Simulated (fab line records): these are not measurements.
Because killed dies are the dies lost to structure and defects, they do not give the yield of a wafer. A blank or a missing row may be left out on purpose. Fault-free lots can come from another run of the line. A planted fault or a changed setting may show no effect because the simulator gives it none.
fab line records	flow gf180mcu
[record] lots = 7	wafers = 21	last-day = 34
route steps=602 shown TOP_METAL@575 PASSIVATION@587
lots untouched by any fault: they come from a run of this same line in which no faults occurred
start-h: hours from the record's first day to the start of the lot's first wafer shown	wait-h: how many hours have passed since the lot's step before this one	" repeats the value in the row above	L1.1+2: a single row standing in for several wafers	- no value, or no start was given	* or withheld: withheld	< > ~ a bound
route shown NAME@n: a module of which the file shows steps, and the number in the route of the first	usual: mean and standard deviation over wafers with no fault	same: alike in all rows	chamber/n: place in a boat	sites: the reading at each site	_std_site: standard deviation of those values	_edge_site: outer sites' mean less inner sites'	radius-mm: for every site, how far away it sits from the centre of the wafer	mask NAME#n: copy n	behind: tool/chamber where the wafer was last shaped	hold: the reason the lot was held/the length of the hold in hours/how it ended	device: the n, p or np transistor that did not switch	end of line: tests run on the same wafers once the route is complete	step lacking rows: just its recipe	killed: count of dies lost to structure and defects at first sort (not the wafer's yield)	map: a wafer's dies, marking killed ones x, the rest . and places with no die _
set.NAME: setting as actually run; set.NAME@STEP: the setting as run at that earlier step	model.NAME: the simulator's own value behind a step, which no gauge read
lots seen at some steps along the route; tables by step, rows by wafer
services: from which hour (start-h, from the record's first day; less than 0 if before it) a tool's chamber was out of use, for how many hours, and why
[[steps]]
[step GF_TOP_METAL_HMDS_08]
[recipe] prime-time-s = 60	prime-temp-c = 120
[step GF_TOP_METAL_COAT_09]
[recipe] resist = NOVOLAK	spin-rpm = 3000	resist-thk-nm = 1500
[step GF_TOP_METAL_SOFTBAKE_10]
[recipe] temp-c = 90	time-s = 60	resist = NOVOLAK
[step GF_TOP_METAL_EXPOSE_11]
[recipe] mask-id = MetalTop	target-cd-nm = 440	na = 0.6	source-shape = conventional	sigma-outer = 0.6	dose-mj = 170
[step GF_TOP_METAL_PEB_12]
[recipe] temp-c = withheld	time-s = *	resist = NOVOLAK
[step GF_TOP_METAL_DEVELOP_13]
[recipe] develop-time-s = 60	dev-temp-c = 23
[step GF_TOP_METAL_CD_MEAS_14]
[recipe] target-cd-nm = 440
[usual] cd-nm = 440.7/2.3
lot.wafer	tool	chamber	start-h	wait-h	cd-nm
L613.2	cd-sem-02	-	666.77	0.1	440.8
L613.3	"	-	"	"	441.2
L613.6	"	-	"	"	440.3
L616.1	cd-sem-02	-	691.95	0.1	442.2
L616.3	"	-	"	"	437.6
L616.4	"	-	"	"	439.8
L617.3	cd-sem-01	-	702.57	0.1	437.7
L617.5	"	-	"	"	436.5
L617.6	"	-	"	"	439.8
L618.2	cd-sem-01	-	703.15	0.1	440.3
L618.3	"	-	"	"	440.8
L618.6	"	-	"	"	440.7
L626.1	cd-sem-01	-	758.51	0.1	446.4
L626.3	"	-	"	"	444.4
L626.4	"	-	"	"	443.5
L630.3	cd-sem-01	-	780.90	0.1	441.8
L630.5	"	-	"	"	442.8
L630.6	"	-	"	"	441.8
L633.1	cd-sem-01	-	796.55	0.1	441.5
L633.2	"	-	"	"	443.9
L633.5	"	-	"	"	439.6
[step GF_TOP_METAL_OVL_MEAS_15]
[usual] TOP_METAL_OVL = -0.7/1.3
lot.wafer	tool	chamber	start-h	wait-h	TOP_METAL_OVL[nm]
L613.2	overlay-01	-	666.88	0.1	0.6
L613.3	"	-	"	"	-1.4
L613.6	"	-	"	"	-1.5
L616.1	overlay-02	-	692.07	0.1	-2.2
L616.3	"	-	"	"	-1.7
L616.4	"	-	"	"	0.0
L617.3	overlay-02	-	702.66	0.1	-1.9
L617.5	"	-	"	"	1.0
L617.6	"	-	"	"	0.0
L618.2	overlay-01	-	703.26	0.1	-0.3
L618.3	"	-	"	"	-2.4
L618.6	"	-	"	"	0.0
L626.1	overlay-01	-	758.63	0.1	-0.8
L626.3	"	-	"	"	-0.3
L626.4	"	-	"	"	-2.4
L630.3	overlay-02	-	781.00	0.1	-1.1
L630.5	"	-	"	"	-0.4
L630.6	"	-	"	"	-0.5
L633.1	overlay-02	-	796.67	0.1	0.6
L633.2	"	-	"	"	0.9
L633.5	"	-	"	"	-0.5
[step GF_TOP_METAL_METAL_ETCH_16]
[recipe] chemistry = Cl2/BCl3	mask-material = NOVOLAK	target-depth-nm = 1077.5	stop-on = SiO2	pressure-mtorr = 8	icp-w = 800	bias-w = 140	Cl2_flow_sccm = 80	bcl3-flow-sccm = 40	time-s = 179.6
[usual] chamber-pressure-mTorr = 8.000/0.008	drypump-motor-current-A = 5.8/0.52	mfc-cl2-sccm = 80.03/0.24	oes-product-au = 0.967/0.0071	throttle-valve-pct = 28.255/0.01
lot.wafer	tool	chamber	start-h	wait-h	chamber-pressure-mTorr	drypump-motor-current-A	mfc-cl2-sccm	oes-product-au	rf-hours-counter-h	throttle-valve-pct
L613.2	rie-metal-03	0	666.91	0.0	8.000	6.6	80.19	0.964	13	28.267
L613.3	"	0	"	"	7.999	6.6	79.99	0.970	-	28.249
L613.6	"	0	"	"	7.989	6.5	79.77	0.957	-	28.271
L616.1	rie-metal-02	0	692.11	0.0	8.023	5.2	79.76	0.959	6	28.253
L616.3	"	0	"	"	7.986	5.2	80.20	0.972	-	28.255
L616.4	"	1	"	"	8.007	5.6	79.63	0.974	-	28.244
L617.3	rie-metal-01	0	702.75	0.1	7.991	6.0	79.42	0.970	-	28.252
L617.5	"	0	"	"	8.004	6.0	79.81	0.962	-	28.252
L617.6	"	1	"	"	8.006	6.1	80.14	0.964	-	28.264
L618.2	rie-metal-03	0	703.29	0.0	8.001	6.5	79.57	0.978	14	28.262
L618.3	"	0	"	"	7.989	6.5	79.70	0.977	-	28.246
L618.6	"	0	"	"	7.985	6.6	79.80	0.978	-	28.236
L626.1	rie-metal-02	1	758.67	0.0	7.995	5.6	79.71	0.973	5	28.238
L626.3	"	0	"	"	8.009	5.2	80.11	0.972	-	28.258
L626.4	"	1	"	"	7.992	5.6	79.75	0.977	-	28.252
L630.3	rie-metal-03	1	781.08	0.1	7.994	5.3	79.78	0.958	-	28.263
L630.5	"	1	"	"	7.992	5.3	80.08	0.966	-	28.253
L630.6	"	0	"	"	7.995	6.6	79.51	0.960	-	28.270
L633.1	rie-metal-03	0	796.71	0.0	8.000	6.7	80.15	0.958	3	28.275
L633.2	"	0	"	"	7.996	6.6	80.06	0.960	-	28.266
L633.5	"	0	"	"	7.999	6.6	80.30	0.966	-	28.252
[step GF_TOP_METAL_STRIP_17]
[recipe] chemistry = O2/N2	power-w = 1400	pressure-mtorr = 1500	platen-temp-c = 250	o2-flow-sccm = 3000	n2-flow-sccm = 300	overash-fraction = 0.5
[usual] chamber-pressure-mTorr = 1499.9/1.4	drypump-motor-current-A = 5.9/0.34	heater-power-w = 318/29	oes-product-au = 0.711/0.0045	platen-temp-c = 249.97/0.19	strip-time-to-endpoint-s = 13.47/0.11
lot.wafer	tool	chamber	start-h	wait-h	chamber-pressure-mTorr	drypump-motor-current-A	heater-power-w	oes-product-au	platen-temp-c	rf-hours-counter-h	strip-time-to-endpoint-s
L613.2	plasma-asher-01	1	667.08	0.1	1501.9	6.1	309	0.710	249.80	56	13.35
L613.3	"	0	"	"	1499.5	5.4	322	0.718	249.52	-	13.36
L613.6	"	1	"	"	1498.9	6.1	313	0.709	250.21	-	13.30
L616.1	plasma-asher-02	0	692.28	0.1	1501.2	5.8	306	0.710	249.97	30	13.67
L616.3	"	1	"	"	1499.2	6.0	327	0.713	249.91	-	13.61
L616.4	"	0	"	"	1498.9	5.9	320	0.712	250.22	-	13.33
L617.3	plasma-asher-02	0	702.90	0.1	1499.7	5.8	308	0.714	249.96	-	13.57
L617.5	"	1	"	"	1499.5	6.0	333	0.708	249.84	-	13.66
L617.6	"	0	"	"	1499.8	5.9	308	0.713	249.71	-	13.52
L618.2	plasma-asher-02	1	703.46	0.1	1501.7	6.0	324	0.709	249.79	31	13.37
L618.3	"	1	"	"	1500.8	6.0	324	0.718	249.69	-	13.31
L618.6	"	0	"	"	1502.0	5.9	309	0.707	250.10	-	13.39
L626.1	plasma-asher-03	0	758.84	0.1	1499.0	6.1	248	0.714	250.26	101	13.42
L626.3	"	1	"	"	1500.7	6.7	404	0.710	250.05	-	13.60
L626.4	"	0	"	"	1500.5	6.1	247	0.714	250.21	-	13.43
L630.3	plasma-asher-01	1	781.23	0.1	1500.7	6.1	311	0.707	249.84	-	13.58
L630.5	"	1	"	"	1499.7	6.1	306	0.718	249.90	-	13.53
L630.6	"	0	"	"	1499.4	5.4	315	0.714	249.75	-	13.38
L633.1	plasma-asher-01	0	797.06	0.3	1498.7	5.4	316	0.705	250.12	71	13.30
L633.2	"	1	"	"	1501.0	6.1	301	0.716	249.88	71	13.29
L633.5	"	0	"	"	1498.3	5.4	323	0.709	250.06	-	13.26
[step GF_TOP_METAL_STRIP_18]
[recipe] chemistry = post-etch-residue-remover	time-s = 1200	temp-c = 72.5
[step GF_TOP_METAL_CLEAN_19]
[recipe] chemistry = DIW	dry = n2-spin
[step GF_PASSIVATION_CVD_00]
[recipe] material = SiO2	target-thk-nm = 1000	precursor = TEOS	temp-c = 400	time-s = 111.95	rf-w = 584.2
[usual] heater-power-outer-w = 327/71	heater-power-w = 581/97
lot.wafer	tool	chamber	start-h	wait-h	heater-power-outer-w	heater-power-w
L613.2	pecvd-04	0	667.62	0.0	349	618
L613.3	"	2	"	"	230	449
L613.6	"	0	"	"	279	509
L616.1	pecvd-02	1	692.82	0.0	-	-
L616.3	"	2	"	"	-	-
L616.4	"	2	"	"	-	-
L617.3	pecvd-04	2	703.75	0.0	-	-
L617.5	"	2	"	"	-	-
L617.6	"	1	"	"	-	-
L618.2	pecvd-01	1	704.00	0.0	-	-
L618.3	"	2	"	"	-	-
L618.6	"	1	"	"	-	-
L626.1	pecvd-01	2	759.39	0.0	281	541
L626.3	"	1	"	"	288	518
L626.4	"	2	"	"	316	588
L630.3	pecvd-04	1	781.73	0.0	450	700
L630.5	"	2	"	"	296	551
L630.6	"	0	"	"	355	620
L633.1	pecvd-04	2	797.62	0.0	306	548
L633.2	"	0	"	"	344	604
L633.5	"	1	"	"	346	570
[step GF_PASSIVATION_CVD_02]
[recipe] material = Si3N4	target-thk-nm = 700	time-s = 486.18	temp-c = 400	rf-w = 450
[usual] heater-power-outer-w = 354/62	heater-power-w = 619/87
lot.wafer	tool	chamber	start-h	wait-h	heater-power-outer-w	heater-power-w
L613.2	pecvd-02	2	667.76	0.0	354	629
L613.3	"	1	"	"	283	496
L613.6	"	0	"	"	313	583
L616.1	pecvd-04	1	692.95	0.1	425	660
L616.3	"	2	"	"	336	594
L616.4	"	0	"	"	399	678
L617.3	pecvd-02	1	703.88	0.0	235	417
L617.5	"	1	"	"	250	454
L617.6	"	0	"	"	261	536
L618.2	pecvd-04	0	704.14	0.0	383	665
L618.3	"	1	"	"	390	620
L618.6	"	2	"	"	284	523
L626.1	pecvd-04	2	759.53	0.1	290	520
L626.3	"	0	"	"	375	643
L626.4	"	0	"	"	377	675
L630.3	pecvd-02	2	781.87	0.0	386	655
L630.5	"	0	"	"	260	521
L630.6	"	2	"	"	377	685
L633.1	pecvd-01	2	797.76	0.1	342	649
L633.2	"	0	"	"	489	827
L633.5	"	2	"	"	364	660
[step GF_PASSIVATION_DEHYDRATE_04]
[recipe] temp-c = 200	time-s = 60
[step GF_PASSIVATION_HMDS_05]
[recipe] prime-time-s = 60	prime-temp-c = 120
[step GF_PASSIVATION_COAT_06]
[recipe] spin-rpm = 2000	resist-thk-nm = 4000
[step GF_PASSIVATION_SOFTBAKE_07]
[recipe] temp-c = 110	time-s = withheld
[step GF_PASSIVATION_EXPOSE_08]
[recipe] mask-id = Pad	target-cd-nm = 40000	na = 0.57	dose-mj = 310
[step GF_PASSIVATION_PEB_09]
[recipe] temp-c = 115	time-s = withheld
[step GF_PASSIVATION_DEVELOP_10]
[recipe] develop-time-s = 57.17	dev-temp-c = 23
[step GF_PASSIVATION_ETCH_11]
[recipe] chemistry = CF4/O2	target-depth-nm = 1800	stop-on = TiN	source-w = 800	bias-w = 150	pressure-mtorr = 150	cf4-flow-sccm = 80	O2_flow_sccm = 10	time-s = 400
[usual] chamber-pressure-mTorr = 150.01/0.13	drypump-motor-current-A = 5.8/0.47	oes-product-au = 0.962/0.0078	throttle-valve-pct = 5.959/0.0093
lot.wafer	tool	chamber	start-h	wait-h	chamber-pressure-mTorr	drypump-motor-current-A	oes-product-au	rf-hours-counter-h	throttle-valve-pct	model.etch.depth-nm	model.PASSIVATION.feature-depth-nm
L613.2	rie-diel-04	3	687.05	-	150.07	5.4	0.957	26	5.975	1666	1666
L613.3	"	1	"	"	149.83	5.0	0.958	6	5.962	1696	1696
L613.6	"	1	"	"	150.10	5.0	0.947	-	5.967	1676	1676
L616.1	rie-diel-04	0	712.20	-	150.00	6.6	0.977	3	5.958	1725	1725
L616.3	"	3	"	"	149.73	5.4	0.989	27	5.962	1800	1800
L616.4	"	0	"	"	150.05	6.6	0.966	-	5.966	1716	1716
L617.3	rie-diel-04	3	722.55	-	149.85	5.4	0.999	28	5.964	1800	1800
L617.5	"	0	"	"	149.82	6.7	0.973	-	5.955	1740	1740
L617.6	"	3	"	"	150.10	5.4	1.002	-	5.961	1800	1800
L618.2	rie-diel-02	3	722.56	-	149.76	5.9	0.995	8	5.947	1800	1800
L618.3	"	2	"	"	150.02	6.2	0.975	16	5.966	1726	1726
L618.6	"	2	"	"	149.88	6.2	0.990	-	5.963	1756	1756
L626.1	rie-diel-02	2	775.31	-	149.82	6.2	0.966	19	5.954	1707	1707
L626.3	"	3	"	"	150.04	5.9	0.946	11	5.961	1671	1671
L626.4	"	0	"	"	149.92	5.7	0.965	10	5.967	1704	1704
L630.3	rie-diel-01	2	797.21	-	150.18	5.9	0.962	18	5.956	1692	1692
L630.5	"	3	"	"	150.06	5.9	0.973	-	5.970	1729	1729
L630.6	"	0	"	"	150.00	5.7	0.967	-	5.970	1701	1701
L633.1	rie-diel-01	2	812.55	-	150.12	5.9	0.956	20	5.938	1677	1677
L633.2	"	1	"	"	149.93	6.4	0.948	16	5.955	1669	1669
L633.5	"	1	"	"	149.92	6.4	0.958	-	5.967	1707	1707
[step GF_PASSIVATION_STRIP_12]
[recipe] chemistry = O2/N2	power-w = 1400	pressure-mtorr = 1500	platen-temp-c = 250	o2-flow-sccm = 3000	n2-flow-sccm = 300	overash-fraction = 0.5
[usual] chamber-pressure-mTorr = 1500.2/1.4	drypump-motor-current-A = 5.9/0.51	heater-power-w = 325/43	oes-product-au = 0.719/0.0046	platen-temp-c = 250.03/0.16	strip-time-to-endpoint-s = 34.8/0.36
lot.wafer	tool	chamber	start-h	wait-h	chamber-pressure-mTorr	drypump-motor-current-A	heater-power-w	oes-product-au	platen-temp-c	rf-hours-counter-h	strip-time-to-endpoint-s
L613.2	plasma-asher-03	0	687.29	0.1	1500.9	6.1	250	0.714	249.76	92	34.8
L613.3	"	0	"	"	1502.7	6.1	246	0.724	249.76	-	35.1
L613.6	"	1	"	"	1501.5	6.7	395	0.724	250.27	-	35.1
L616.1	plasma-asher-02	0	712.44	0.1	1500.5	5.9	310	0.721	249.99	32	35.0
L616.3	"	1	"	"	1501.1	6.0	331	0.715	250.02	-	34.3
L616.4	"	0	"	"	1499.3	5.8	312	0.729	250.13	-	35.1
L618.2	plasma-asher-03	0	722.80	0.1	1501.2	6.1	249	0.728	249.90	96	34.8
L618.3	"	1	"	"	1502.2	6.7	401	0.714	250.16	-	35.4
L618.6	"	0	"	"	1499.2	6.1	252	0.722	249.95	-	35.2
L617.3	plasma-asher-02	0	722.82	0.2	1500.6	5.8	310	0.723	250.03	-	34.2
L617.5	"	1	"	"	1500.7	6.0	331	0.716	250.01	-	35.0
L617.6	"	0	"	"	1500.3	5.8	309	0.718	250.28	-	34.2
L626.1	plasma-asher-02	1	775.55	0.1	1500.9	6.0	331	0.720	250.21	39	35.3
L626.3	"	0	"	"	1502.8	5.8	307	0.720	249.69	-	34.7
L626.4	"	1	"	"	1496.3	6.0	325	0.722	249.86	-	34.2
L630.3	plasma-asher-04	1	797.49	0.2	1500.9	6.2	338	0.721	249.87	-	35.0
L630.5	"	0	"	"	1499.8	5.1	316	0.715	250.31	-	35.0
L630.6	"	1	"	"	1500.0	6.2	351	0.718	249.89	-	34.9
L633.1	plasma-asher-04	0	812.79	0.1	1498.2	5.1	316	0.718	250.06	8	35.3
L633.2	"	1	"	"	1499.0	6.2	345	0.719	249.94	8	34.6
L633.5	"	1	"	"	1499.8	6.2	341	0.715	249.90	-	34.7
[step GF_PASSIVATION_ANNEAL_13]
[recipe] temp-c = 400	time-s = 1800	ambient = N2/H2	idle-temp-c = 300	ramp-up-c-per-min = 10	ramp-down-c-per-min = 3
[step GF_PASSIVATION_BOW_MEAS_14]
[recipe] mode = bow
[usual] PASSIVATION_BOW = 136/10
lot.wafer	tool	chamber	start-h	wait-h	PASSIVATION_BOW[um]
L613.2	film-metro-02	-	688.91	0.0	128
L613.3	"	-	"	"	122
L613.6	"	-	"	"	129
L616.1	film-metro-03	-	714.04	0.0	98
L616.3	"	-	"	"	113
L616.4	"	-	"	"	99
L617.3	film-metro-02	-	724.43	0.0	92
L617.5	"	-	"	"	91
L617.6	"	-	"	"	98
L618.2	film-metro-03	-	725.24	0.0	86
L618.3	"	-	"	"	88
L618.6	"	-	"	"	78
L626.1	film-metro-01	-	777.15	0.0	139
L626.3	"	-	"	"	136
L626.4	"	-	"	"	130
L630.3	film-metro-01	-	799.09	0.0	139
L630.5	"	-	"	"	147
L630.6	"	-	"	"	145
L633.1	film-metro-02	-	814.39	0.0	142
L633.2	"	-	"	"	153
L633.5	"	-	"	"	149
[[services]]
tool	chamber	start-h	hours	kind
rie-diel-01	3	644.59	5.8	repair
rie-metal-02	-	644.61	1.3	repair
plasma-asher-04	-	650.99	3.9	repair
plasma-asher-04	-	654.85	14.6	pm
rie-diel-02	3	667.13	6.8	repair
plasma-asher-04	-	678.85	11.2	repair
pecvd-04	-	680.96	1.7	repair
rie-diel-04	2	696.53	7.3	repair
rie-diel-01	1	710.24	2.6	repair
rie-diel-01	-	712.51	4.3	pm
pecvd-02	1	726.80	12.0	repair
pecvd-04	-	729.08	1.4	repair
plasma-asher-04	-	733.75	9.0	pm
rie-diel-04	2	740.08	6.9	repair
pecvd-02	-	741.14	4.3	pm
pecvd-02	-	745.47	14.6	pm
rie-diel-02	0	747.55	12.4	repair
plasma-asher-04	-	759.10	0.9	repair
plasma-asher-03	-	759.41	15.6	pm
rie-metal-03	-	769.08	0.8	repair
plasma-asher-03	-	776.29	0.7	repair
rie-diel-01	2	785.89	8.8	repair
plasma-asher-02	-	794.09	6.6	repair
pecvd-04	-	799.38	14.0	pm
[[key]]
[first-sign] step = GF_PASSIVATION_CVD_00	reading = tool-record	direction = missing
[effect] step = GF_PASSIVATION_ETCH_11	reading = oes-product-au	direction = up	sigmas = 3	usual = 0.962	struck = 0.985	wafers-moved = 6
[effect] step = GF_PASSIVATION_BOW_MEAS_14	reading = PASSIVATION_BOW	direction = down	sigmas = 4.1	usual = 136	struck = 94
[model-effect] step = GF_PASSIVATION_ETCH_11	value = etch.depth-nm	without = 1697	struck = 1763
met-at GF_PASSIVATION_CVD_00
struck-wafers L616.1,L616.3,L616.4,L617.3,L617.5,L617.6,L618.2,L618.3,L618.6
later-rows-left-out L616.1,L616.3,L616.4,L617.3,L617.5,L617.6,L618.2,L618.3,L618.6
sort-left-out L616.1,L616.3,L616.4,L617.3,L617.5,L617.6,L618.2,L618.3,L618.6
onset-between 667.62 692.82
[fault] kind = skipped-step-whole	tool = pecvd-01,pecvd-02,pecvd-04	chamber = -	onset-h = 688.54	steps = GF_PASSIVATION_CVD_00	scope = struck-lots-only
// sort-left-out: the simulated sort isn't trusted on such a fault, so these wafers' sort isn't shown, and their yield isn't known
// later-rows-left-out: the simulator's readings of these wafers behind a module that went badly wrong aren't trusted and aren't shown, but for the sort
